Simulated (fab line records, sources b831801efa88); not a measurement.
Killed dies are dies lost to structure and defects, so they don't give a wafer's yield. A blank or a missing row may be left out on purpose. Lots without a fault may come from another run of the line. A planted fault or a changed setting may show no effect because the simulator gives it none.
fab line records | flow gf180mcu
record lots=5 wafers=15 last_day=33
route steps=602 shown MVPSD@82 VT_IMPLANT@90
lots that met no fault: from a run of the same line without faults
start_h: hours from the record's first day to the start of the lot's first wafer shown | wait_h: hours since the lot's step before | " the same as in the row above | L1.1+2: a row that stands for several wafers | - no value, or no start given | * or withheld: withheld | < > ~ a bound
route shown NAME@n: a module of which the file shows steps, and the number in the route of the first | usual: mean/standard deviation of fault-free wafers | same: alike in all rows | chamber/n: place in a boat | sites: the reading at each site | _std_site: their standard deviation | _edge_site: outer sites' mean less inner sites' | radius_mm: how far each site lies from the wafer's centre | mask NAME#n: copy n | behind: the tool/chamber that last shaped the wafer | hold: why the lot was held/for how many hours/how that ended | device: the transistor (n, p or np) that didn't switch | end of line: the same wafers' tests at the end of the route | a step without rows: its recipe alone | killed: dies lost to structure and defects at the first sort, not the wafer's yield | map: a wafer's dies, x killed, . not, _ none there
set.NAME: the setting as run; set.NAME@STEP: as run at that earlier step | model.NAME: the simulator's own value behind a step, which no gauge read
lots at some steps of the route; a table a step, a row a wafer
services: from which hour (start_h, from the record's first day; less than 0 if before it) a tool's chamber was out of use, for how many hours, and why
## steps
# step GF_MVPSD_EXPOSE_04
# recipe mask_id=MVPSD target_cd_nm=1000 na=0.6 source_shape=conventional sigma_outer=0.6 dose_mj=260
# same na=0.6
# columns lot.wafer tool chamber start_h wait_h mask
L075.1+2+6 iline_stepper-01 0 - - MVPSD#0
L076.1+2+6 iline_stepper-01 0 - - MVPSD#0
L081.1+2+6 iline_stepper-01 0 - - MVPSD#0
L092.2+5+6 iline_stepper-01 0 - - MVPSD#0
L094.1+3+4 iline_stepper-02 0 - - MVPSD#0
# step GF_MVPSD_PEB_05
# recipe temp_c=115 time_s=withheld
# columns lot.wafer tool chamber start_h wait_h
L075.1+2+6 litho_track-04 0 - -
L076.1+2+6 litho_track-01 0 - -
L081.1+2+6 litho_track-02 0 - -
L092.2+5+6 litho_track-01 0 - -
L094.1+3+4 litho_track-04 0 - -
# step GF_MVPSD_DEVELOP_06
# recipe wall_angle_deg=90 develop_time_s=60 dev_temp_c=23
# columns lot.wafer tool chamber start_h wait_h
L075.1+2+6 litho_track-04 0 - -
L076.1+2+6 litho_track-01 0 - -
L081.1+2+6 litho_track-02 0 - -
L092.2+5+6 litho_track-01 0 - -
L094.1+3+4 litho_track-04 0 - -
# step GF_MVPSD_OVL_MEAS_07
# usual MVPSD_OVL=-1.1/1.4
# columns lot.wafer tool chamber start_h wait_h MVPSD_OVL[nm]
L075.1 overlay-01 - 99.90 - 0.5
L075.2 " - " " -0.7
L075.6 " - " " -0.6
L076.1 overlay-01 - 106.36 - -1.7
L076.2 " - " " -1.3
L076.6 " - " " -1.3
L081.1 overlay-02 - 139.27 - -1.8
L081.2 " - " " -1.3
L081.6 " - " " -1.5
L092.2 overlay-02 - 203.66 - 0.8
L092.5 " - " " -2.2
L092.6 " - " " -0.2
L094.1 overlay-02 - 216.15 - -1.3
L094.3 " - " " -0.7
L094.4 " - " " -1.5
# step GF_MVPSD_IMPLANT_08
# recipe species=B energy_kev=170 dose_cm2=1.5e+13 tilt_deg=0
# columns lot.wafer tool chamber start_h wait_h
L075.1+2+6 implanter-01 0 99.94 0.0
L076.1+2+6 implanter-01 0 106.40 0.0
L081.1+2+6 implanter-02 0 139.31 0.0
L092.2+5+6 implanter-02 0 203.72 0.0
L094.1+3+4 implanter-03 0 216.19 0.0
# step GF_MVPSD_IMPLANT_09
# recipe species=B energy_kev=40 dose_cm2=5e+12 tilt_deg=0
# columns lot.wafer tool chamber start_h wait_h
L075.1+2+6 implanter-01 0 100.09 0.1
L076.1+2+6 implanter-01 0 106.55 0.1
L081.1+2+6 implanter-02 0 139.46 0.1
L092.2+5+6 implanter-02 0 203.87 0.1
L094.1+3+4 implanter-03 0 216.34 0.1
# step GF_MVPSD_STRIP_10
# recipe chemistry=O2/N2 power_w=1400 pressure_mtorr=1500 platen_temp_c=250 o2_flow_sccm=3000 n2_flow_sccm=300 overash_fraction=0.5
# usual drypump_motor_current_A=5.8/0.44 heater_power_w=324/32 oes_product_au=0.722/0.0049 strip_time_to_endpoint_s=36.99/0.09
# columns lot.wafer tool chamber start_h wait_h drypump_motor_current_A heater_power_w oes_product_au rf_hours_counter_h strip_time_to_endpoint_s
L075.1 plasma_asher-01 0 100.24 0.1 5.6 302 0.724 30 36.96
L075.2 " 1 " " 5.1 387 0.721 30 36.95
L075.6 " 1 " " 5.1 389 0.716 - 36.87
L076.1 plasma_asher-04 1 106.70 0.1 6.4 280 0.724 47 37.04
L076.2 " 0 " " 5.3 320 0.711 47 37.06
L076.6 " 1 " " 6.4 286 0.719 - 36.97
L081.1 plasma_asher-01 0 139.61 0.1 5.6 302 0.720 34 36.88
L081.2 " 1 " " 5.1 384 0.712 34 36.92
L081.6 " 1 " " 5.1 389 0.724 - 36.90
L092.2 plasma_asher-03 1 203.99 0.1 5.9 319 0.723 54 36.94
L092.5 " 0 " " 6.1 360 0.726 - 36.86
L092.6 " 1 " " 6.0 317 0.730 - 36.86
L094.1 plasma_asher-01 1 216.49 0.1 5.1 391 0.723 42 36.93
L094.3 " 0 " " 5.6 301 0.719 - 36.89
L094.4 " 1 " " 5.1 396 0.714 - 36.90
# step GF_MVPSD_TW_MEAS_11
# usual MVPSD_TW=551/11
# columns lot.wafer tool chamber start_h wait_h MVPSD_TW
L075.1 film_metro-03 - 100.34 0.1 539
L075.2 " - " " 542
L075.6 " - " " 541
L076.1 film_metro-01 - 106.80 0.1 547
L076.2 " - " " 548
L076.6 " - " " 544
L081.1 film_metro-02 - 139.71 0.1 567
L081.2 " - " " 563
L081.6 " - " " 562
L092.2 film_metro-03 - 204.10 0.1 544
L092.5 " - " " 543
L092.6 " - " " 541
L094.1 film_metro-01 - 216.59 0.1 543
L094.3 " - " " 544
L094.4 " - " " 540
# step GF_VT_IMPLANT_DEHYDRATE_00
# recipe temp_c=200 time_s=60
# columns lot.wafer tool chamber start_h wait_h
L075.1+2+6 litho_track-03 0 106.47 6.1
L076.1+2+6 litho_track-04 0 112.90 6.1
L081.1+2+6 litho_track-01 0 146.36 6.6
L092.2+5+6 litho_track-04 0 212.08 8.0
L094.1+3+4 litho_track-03 0 225.17 8.6
# step GF_VT_IMPLANT_HMDS_01
# recipe prime_time_s=60 prime_temp_c=120
# columns lot.wafer tool chamber start_h wait_h
L075.1+2+6 litho_track-03 0 106.62 0.1
L076.1+2+6 litho_track-04 0 113.05 0.1
L081.1+2+6 litho_track-01 0 146.51 0.1
L092.2+5+6 litho_track-04 0 212.23 0.1
L094.1+3+4 litho_track-03 0 225.32 0.1
# step GF_VT_IMPLANT_COAT_02
# recipe resist=NOVOLAK spin_rpm=3000 resist_thk_nm=1000
# usual dispense_pressure_kPa=50.4/1.6
# columns lot.wafer tool chamber start_h wait_h dispense_pressure_kPa
L075.1 litho_track-03 0 106.77 0.1 51.6
L075.2 " 0 " " 51.6
L075.6 " 0 " " 51.6
L076.1 litho_track-04 0 113.20 0.1 47.8
L076.2 " 0 " " 47.7
L076.6 " 0 " " 47.7
L081.1 litho_track-01 0 146.66 0.1 51.0
L081.2 " 0 " " 51.0
L081.6 " 0 " " 51.0
L092.2 litho_track-04 0 212.38 0.1 47.7
L092.5 " 0 " " 47.8
L092.6 " 0 " " 47.8
L094.1 litho_track-03 0 225.47 0.1 51.6
L094.3 " 0 " " 51.6
L094.4 " 0 " " 51.6
# step GF_VT_IMPLANT_SOFTBAKE_03
# recipe temp_c=90 time_s=60 resist=NOVOLAK
# columns lot.wafer tool chamber start_h wait_h
L075.1+2+6 litho_track-03 0 106.92 0.1
L076.1+2+6 litho_track-04 0 113.35 0.1
L081.1+2+6 litho_track-01 0 146.81 0.1
L092.2+5+6 litho_track-04 0 212.53 0.1
L094.1+3+4 litho_track-03 0 225.62 0.1
# step GF_VT_IMPLANT_EXPOSE_04
# recipe mask_id=LVPWELL_LV_AREA target_cd_nm=600 na=0.6 source_shape=conventional sigma_outer=0.6 dose_mj=140
# same na=0.6
# columns lot.wafer tool chamber start_h wait_h mask
L075.1+2+6 iline_stepper-01 0 - - LVPWELL_LV_AREA#0
L076.1+2+6 iline_stepper-02 0 - - LVPWELL_LV_AREA#0
L081.1+2+6 iline_stepper-01 0 - - LVPWELL_LV_AREA#0
L092.2+5+6 iline_stepper-01 0 - - LVPWELL_LV_AREA#0
L094.1+3+4 iline_stepper-01 0 - - LVPWELL_LV_AREA#0
# step GF_VT_IMPLANT_PEB_05
# recipe temp_c=withheld time_s=* resist=NOVOLAK
# columns lot.wafer tool chamber start_h wait_h
L075.1+2+6 litho_track-01 0 - -
L076.1+2+6 litho_track-03 0 - -
L081.1+2+6 litho_track-01 0 - -
L092.2+5+6 litho_track-01 0 - -
L094.1+3+4 litho_track-04 0 - -
# step GF_VT_IMPLANT_DEVELOP_06
# recipe develop_time_s=60 dev_temp_c=23
# columns lot.wafer tool chamber start_h wait_h
L075.1+2+6 litho_track-01 0 113.31 0.1
L076.1+2+6 litho_track-03 0 120.57 0.1
L081.1+2+6 litho_track-01 0 154.61 0.1
L092.2+5+6 litho_track-01 0 221.43 0.1
L094.1+3+4 litho_track-04 0 234.60 0.1
# step GF_VT_IMPLANT_OVL_MEAS_07
# usual VT_IMPLANT_OVL=-1.3/1.4
# columns lot.wafer tool chamber start_h wait_h VT_IMPLANT_OVL[nm]
L075.1 overlay-01 - 113.46 0.1 -0.6
L075.2 " - " " -0.6
L075.6 " - " " -1.5
L076.1 overlay-01 - 120.72 0.1 -5.3
L076.2 " - " " -2.2
L076.6 " - " " -3.5
L081.1 overlay-01 - 154.76 0.1 -1.8
L081.2 " - " " -0.8
L081.6 " - " " -2.6
L092.2 overlay-01 - 221.56 0.1 -1.6
L092.5 " - " " 0.3
L092.6 " - " " 1.0
L094.1 overlay-02 - 234.75 0.1 1.0
L094.3 " - " " -0.5
L094.4 " - " " -0.6
# step GF_VT_IMPLANT_IMPLANT_08
# recipe species=BF2 energy_kev=20 dose_cm2=8.29e+12 tilt_deg=7
# columns lot.wafer tool chamber start_h wait_h
L075.1+2+6 implanter-03 0 113.50 0.0
L076.1+2+6 implanter-03 0 120.76 0.0
L081.1+2+6 implanter-03 0 154.80 0.0
L092.2+5+6 implanter-03 0 221.62 0.0
L094.1+3+4 implanter-02 0 234.79 0.0
# step GF_VT_IMPLANT_STRIP_09
# recipe chemistry=O2/N2 power_w=1400 pressure_mtorr=1500 platen_temp_c=250 o2_flow_sccm=3000 n2_flow_sccm=300 overash_fraction=0.5
# usual drypump_motor_current_A=5.7/0.46 heater_power_w=352/44 oes_product_au=0.716/0.0041 strip_time_to_endpoint_s=12.62/0.04
# columns lot.wafer tool chamber start_h wait_h drypump_motor_current_A heater_power_w oes_product_au rf_hours_counter_h strip_time_to_endpoint_s
L075.1 plasma_asher-02 1 113.65 0.1 6.3 403 0.710 44 12.57
L075.2 " 0 " " 5.9 358 0.713 44 12.55
L075.6 " 1 " " 6.3 411 0.720 - 12.53
L076.1 plasma_asher-01 0 120.91 0.1 5.6 304 0.716 32 12.61
L076.2 " 1 " " 5.1 389 0.716 32 12.63
L076.6 " 0 " " 5.6 306 0.720 - 12.58
L081.1 plasma_asher-04 1 154.95 0.1 6.4 287 0.720 4 12.64
L081.2 " 0 " " 5.3 314 0.712 4 12.63
L081.6 " 1 " " 6.4 291 0.716 - 12.68
L092.2 plasma_asher-01 0 221.74 0.1 5.6 300 0.716 42 12.59
L092.5 " 1 " " 5.1 389 0.718 - 12.62
L092.6 " 0 " " 5.6 312 0.714 - 12.62
L094.1 plasma_asher-04 0 234.94 0.1 5.3 311 0.717 12 12.57
L094.3 " 1 " " 6.4 290 0.705 - 12.61
L094.4 " 0 " " 5.3 330 0.722 - 12.60
# step GF_VT_IMPLANT_TW_MEAS_10
# usual VT_IMPLANT_TW=560/10
# columns lot.wafer tool chamber start_h wait_h VT_IMPLANT_TW
L075.1 film_metro-02 - 113.75 0.1 572
L075.2 " - " " 574
L075.6 " - " " 575
L076.1 film_metro-02 - 121.01 0.1 573
L076.2 " - " " 573
L076.6 " - " " 574
L081.1 film_metro-03 - 155.05 0.1 549
L081.2 " - " " 548
L081.6 " - " " 550
L092.2 film_metro-03 - 221.85 0.1 556
L092.5 " - " " 555
L092.6 " - " " 555
L094.1 film_metro-03 - 235.04 0.1 551
L094.3 " - " " 551
L094.4 " - " " 554
# step GF_VT_IMPLANT_DEHYDRATE_11
# recipe temp_c=200 time_s=60
# columns lot.wafer tool chamber start_h wait_h
L075.1+2+6 litho_track-01 0 120.71 7.0
L076.1+2+6 litho_track-04 0 127.20 6.2
L081.1+2+6 litho_track-03 0 161.82 6.8
L092.2+5+6 litho_track-04 0 229.53 7.7
L094.1+3+4 litho_track-04 0 243.60 8.6
# step GF_VT_IMPLANT_HMDS_12
# recipe prime_time_s=60 prime_temp_c=120
# columns lot.wafer tool chamber start_h wait_h
L075.1+2+6 litho_track-01 0 120.86 0.1
L076.1+2+6 litho_track-04 0 127.35 0.1
L081.1+2+6 litho_track-03 0 161.97 0.1
L092.2+5+6 litho_track-04 0 229.68 0.1
L094.1+3+4 litho_track-04 0 243.75 0.1
# step GF_VT_IMPLANT_COAT_13
# recipe resist=NOVOLAK spin_rpm=3000 resist_thk_nm=992.7
# usual dispense_pressure_kPa=50.7/1.5
# columns lot.wafer tool chamber start_h wait_h dispense_pressure_kPa
L075.1 litho_track-01 0 121.01 0.1 51.0
L075.2 " 0 " " 51.0
L075.6 " 0 " " 51.0
L076.1 litho_track-04 0 127.50 0.1 47.7
L076.2 " 0 " " 47.7
L076.6 " 0 " " 47.8
L081.1 litho_track-03 0 162.12 0.1 51.6
L081.2 " 0 " " 51.6
L081.6 " 0 " " 51.6
L092.2 litho_track-04 0 229.83 0.1 47.7
L092.5 " 0 " " 47.7
L092.6 " 0 " " 47.8
L094.1 litho_track-04 0 243.90 0.1 47.7
L094.3 " 0 " " 47.7
L094.4 " 0 " " 47.7
# step GF_VT_IMPLANT_SOFTBAKE_14
# recipe temp_c=90 time_s=60 resist=NOVOLAK
# columns lot.wafer tool chamber start_h wait_h
L075.1+2+6 litho_track-01 0 121.16 0.1
L076.1+2+6 litho_track-04 0 127.65 0.1
L081.1+2+6 litho_track-03 0 162.27 0.1
L092.2+5+6 litho_track-04 0 229.98 0.1
L094.1+3+4 litho_track-04 0 244.05 0.1
# step GF_VT_IMPLANT_EXPOSE_15
# recipe mask_id=Nwell_LV_AREA target_cd_nm=860 na=0.6 source_shape=conventional sigma_outer=0.6 dose_mj=140
# same na=0.6
# columns lot.wafer tool chamber start_h wait_h mask
L075.1+2+6 iline_stepper-01 0 - - Nwell_LV_AREA#0
L076.1+2+6 iline_stepper-02 0 - - Nwell_LV_AREA#0
L081.1+2+6 iline_stepper-02 0 - - Nwell_LV_AREA#0
L092.2+5+6 iline_stepper-01 0 - - Nwell_LV_AREA#0
L094.1+3+4 iline_stepper-01 0 - - Nwell_LV_AREA#0
# step GF_VT_IMPLANT_PEB_16
# recipe temp_c=withheld time_s=* resist=NOVOLAK
# columns lot.wafer tool chamber start_h wait_h
L075.1+2+6 litho_track-03 0 - -
L076.1+2+6 litho_track-04 0 - -
L081.1+2+6 litho_track-04 0 - -
L092.2+5+6 litho_track-04 0 - -
L094.1+3+4 litho_track-04 0 - -
# step GF_VT_IMPLANT_DEVELOP_17
# recipe develop_time_s=60 dev_temp_c=23
# columns lot.wafer tool chamber start_h wait_h
L075.1+2+6 litho_track-03 0 128.02 0.1
L076.1+2+6 litho_track-04 0 135.50 0.1
L081.1+2+6 litho_track-04 0 170.50 0.1
L092.2+5+6 litho_track-04 0 239.13 0.1
L094.1+3+4 litho_track-04 0 253.40 0.1
# step GF_VT_IMPLANT_OVL_MEAS_18
# usual VT_IMPLANT_01_OVL=1.3/1.3
# columns lot.wafer tool chamber start_h wait_h VT_IMPLANT_01_OVL[nm]
L075.1 overlay-01 - 128.17 0.1 1.4
L075.2 " - " " 0.8
L075.6 " - " " 1.6
L076.1 overlay-01 - 135.65 0.1 3.3
L076.2 " - " " 3.1
L076.6 " - " " 3.0
L081.1 overlay-02 - 170.65 0.1 0.6
L081.2 " - " " 0.5
L081.6 " - " " 2.8
L092.2 overlay-01 - 239.26 0.1 -0.2
L092.5 " - " " -0.3
L092.6 " - " " 0.3
L094.1 overlay-01 - 253.55 0.1 1.5
L094.3 " - " " 2.1
L094.4 " - " " 1.6
# step GF_VT_IMPLANT_IMPLANT_19
# recipe species=As energy_kev=100 dose_cm2=4.35e+12 tilt_deg=7
# columns lot.wafer tool chamber start_h wait_h
L075.1+2+6 implanter-04 0 128.21 0.0
L076.1+2+6 implanter-03 0 135.69 0.0
L081.1+2+6 implanter-03 0 170.69 0.0
L092.2+5+6 implanter-04 0 239.31 0.0
L094.1+3+4 implanter-04 0 253.59 0.0
# step GF_VT_IMPLANT_STRIP_20
# recipe chemistry=O2/N2 power_w=1400 pressure_mtorr=1500 platen_temp_c=250 o2_flow_sccm=3000 n2_flow_sccm=300 overash_fraction=0.5
# usual drypump_motor_current_A=5.8/0.47 heater_power_w=343/47 oes_product_au=0.716/0.0045 strip_time_to_endpoint_s=12.539/0.027
# columns lot.wafer tool chamber start_h wait_h drypump_motor_current_A heater_power_w oes_product_au rf_hours_counter_h strip_time_to_endpoint_s
L075.1 plasma_asher-01 0 128.36 0.1 5.6 304 0.711 33 12.578
L075.2 " 1 " " 5.1 383 0.719 33 12.551
L075.6 " 0 " " 5.6 312 0.724 - 12.567
L076.1 plasma_asher-04 1 135.84 0.1 6.4 287 0.709 2 12.535
L076.2 " 0 " " 5.3 316 0.710 2 12.532
L076.6 " 1 " " 6.4 288 0.719 - 12.489
L081.1 plasma_asher-02 0 170.84 0.1 5.9 354 0.717 50 12.563
L081.2 " 1 " " 6.3 418 0.715 50 12.561
L081.6 " 0 " " 5.9 356 0.720 - 12.568
L092.2 plasma_asher-04 1 239.44 0.1 6.4 287 0.721 13 12.521
L092.5 " 1 " " 6.4 282 0.724 - 12.499
L092.6 " 0 " " 5.3 319 0.724 - 12.521
L094.1 plasma_asher-01 0 253.74 0.1 5.6 299 0.715 46 12.527
L094.3 " 0 " " 5.6 308 0.713 - 12.495
L094.4 " 1 " " 5.1 389 0.710 - 12.498
# step GF_VT_IMPLANT_TW_MEAS_21
# usual VT_IMPLANT_2_TW=1224/15
# columns lot.wafer tool chamber start_h wait_h VT_IMPLANT_2_TW
L075.1 film_metro-02 - 128.46 0.1 1230
L075.2 " - " " 1235
L075.6 " - " " 1241
L076.1 film_metro-04 - 135.94 0.1 1207
L076.2 " - " " 1209
L076.6 " - " " 1206
L081.1 film_metro-02 - 170.94 0.1 1236
L081.2 " - " " 1243
L081.6 " - " " 1238
L092.2 film_metro-04 - 239.55 0.1 1222
L092.5 " - " " 1223
L092.6 " - " " 1224
L094.1 film_metro-04 - 253.84 0.1 1217
L094.3 " - " " 1220
L094.4 " - " " 1222
# step GF_VT_IMPLANT_DEHYDRATE_22
# recipe temp_c=200 time_s=60
# columns lot.wafer tool chamber start_h wait_h
L075.1+2+6 litho_track-04 0 135.65 7.2
L076.1+2+6 litho_track-01 0 142.71 6.8
L081.1+2+6 litho_track-03 0 178.82 7.9
L092.2+5+6 litho_track-04 0 247.93 8.4
L094.1+3+4 litho_track-03 0 262.32 8.5
# step GF_VT_IMPLANT_HMDS_23
# recipe prime_time_s=60 prime_temp_c=120
# columns lot.wafer tool chamber start_h wait_h
L075.1+2+6 litho_track-04 0 135.80 0.1
L076.1+2+6 litho_track-01 0 142.86 0.1
L081.1+2+6 litho_track-03 0 178.97 0.1
L092.2+5+6 litho_track-04 0 248.08 0.1
L094.1+3+4 litho_track-03 0 262.47 0.1
# step GF_VT_IMPLANT_COAT_24
# recipe resist=NOVOLAK spin_rpm=3000 resist_thk_nm=1000
# usual dispense_pressure_kPa=50.4/1.5
# columns lot.wafer tool chamber start_h wait_h dispense_pressure_kPa
L075.1 litho_track-04 0 135.95 0.1 47.7
L075.2 " 0 " " 47.7
L075.6 " 0 " " 47.7
L076.1 litho_track-01 0 143.01 0.1 51.0
L076.2 " 0 " " 51.0
L076.6 " 0 " " 51.0
L081.1 litho_track-03 0 179.12 0.1 51.6
L081.2 " 0 " " 51.6
L081.6 " 0 " " 51.6
L092.2 litho_track-04 0 248.23 0.1 47.7
L092.5 " 0 " " 47.7
L092.6 " 0 " " 47.8
L094.1 litho_track-03 0 262.62 0.1 51.6
L094.3 " 0 " " 51.6
L094.4 " 0 " " 51.6
# step GF_VT_IMPLANT_SOFTBAKE_25
# recipe temp_c=90 time_s=60 resist=NOVOLAK
# columns lot.wafer tool chamber start_h wait_h
L075.1+2+6 litho_track-04 0 136.10 0.1
L076.1+2+6 litho_track-01 0 143.16 0.1
L081.1+2+6 litho_track-03 0 179.27 0.1
L092.2+5+6 litho_track-04 0 248.38 0.1
L094.1+3+4 litho_track-03 0 262.77 0.1
# step GF_VT_IMPLANT_EXPOSE_26
# recipe mask_id=LVPWELL_HV_AREA target_cd_nm=860 na=0.6 source_shape=conventional sigma_outer=0.6 dose_mj=140
# same na=0.6
# columns lot.wafer tool chamber start_h wait_h mask
L075.1+2+6 iline_stepper-01 0 - - LVPWELL_HV_AREA#0
L076.1+2+6 iline_stepper-01 0 - - LVPWELL_HV_AREA#0
L081.1+2+6 iline_stepper-01 0 - - LVPWELL_HV_AREA#0
L092.2+5+6 iline_stepper-01 0 - - LVPWELL_HV_AREA#0
L094.1+3+4 iline_stepper-02 0 - - LVPWELL_HV_AREA#0
# step GF_VT_IMPLANT_PEB_27
# recipe temp_c=withheld time_s=* resist=NOVOLAK
# columns lot.wafer tool chamber start_h wait_h
L075.1+2+6 litho_track-01 0 - -
L076.1+2+6 litho_track-01 0 - -
L081.1+2+6 litho_track-03 0 - -
L092.2+5+6 litho_track-03 0 - -
L094.1+3+4 litho_track-01 0 - -
# step GF_VT_IMPLANT_DEVELOP_28
# recipe develop_time_s=60 dev_temp_c=23
# columns lot.wafer tool chamber start_h wait_h
L075.1+2+6 litho_track-01 0 143.46 0.1
L076.1+2+6 litho_track-01 0 151.06 0.1
L081.1+2+6 litho_track-03 0 187.97 0.1
L092.2+5+6 litho_track-03 0 257.74 0.1
L094.1+3+4 litho_track-01 0 272.06 0.1
# step GF_VT_IMPLANT_OVL_MEAS_29
# usual VT_IMPLANT_02_OVL=0.0/1.3
# columns lot.wafer tool chamber start_h wait_h VT_IMPLANT_02_OVL[nm]
L075.1 overlay-02 - 143.61 0.1 -1.0
L075.2 " - " " -0.8
L075.6 " - " " 0.6
L076.1 overlay-02 - 151.21 0.1 1.7
L076.2 " - " " 1.5
L076.6 " - " " 0.2
L081.1 overlay-02 - 188.12 0.1 0.4
L081.2 " - " " 0.4
L081.6 " - " " 1.5
L092.2 overlay-02 - 257.87 0.1 -0.8
L092.5 " - " " -0.8
L092.6 " - " " -0.2
L094.1 overlay-01 - 272.21 0.1 -0.5
L094.3 " - " " 1.5
L094.4 " - " " 0.1
# step GF_VT_IMPLANT_IMPLANT_30
# recipe species=B energy_kev=25.24 dose_cm2=2.534e+12 tilt_deg=7
# columns lot.wafer tool chamber start_h wait_h
L075.1+2+6 implanter-02 0 143.65 0.0
L076.1+2+6 implanter-03 0 151.25 0.0
L081.1+2+6 implanter-02 0 188.16 0.0
L092.2+5+6 implanter-02 0 257.93 0.0
L094.1+3+4 implanter-04 0 272.24 0.0
## services
# columns tool chamber start_h hours kind
implanter-01 - 75.77 2.1 repair
implanter-02 - 84.18 4.8 pm
implanter-02 - 106.67 1.8 repair
plasma_asher-04 - 108.75 9.0 pm
implanter-02 - 113.73 23.5 repair
iline_stepper-02 - 118.54 3.6 repair
plasma_asher-04 - 125.84 0.5 repair
iline_stepper-02 - 133.55 5.3 repair
plasma_asher-03 - 142.48 1.2 repair
implanter-02 - 146.68 2.1 repair
implanter-01 - 154.93 1.8 repair
implanter-02 - 156.00 2.4 repair
iline_stepper-01 - 162.00 1.7 pm
plasma_asher-01 - 191.60 0.4 repair
implanter-03 - 204.41 2.0 repair
iline_stepper-01 - 215.64 0.6 repair
plasma_asher-02 - 227.27 2.8 pm
implanter-01 - 234.95 5.8 repair
plasma_asher-03 - 252.26 2.8 pm
implanter-04 - 255.27 3.9 pm
plasma_asher-02 - 256.06 10.7 repair
iline_stepper-01 - 262.69 4.4 pm
implanter-03 - 270.25 4.6 pm
plasma_asher-01 - 272.03 0.4 repair
## key
fault none
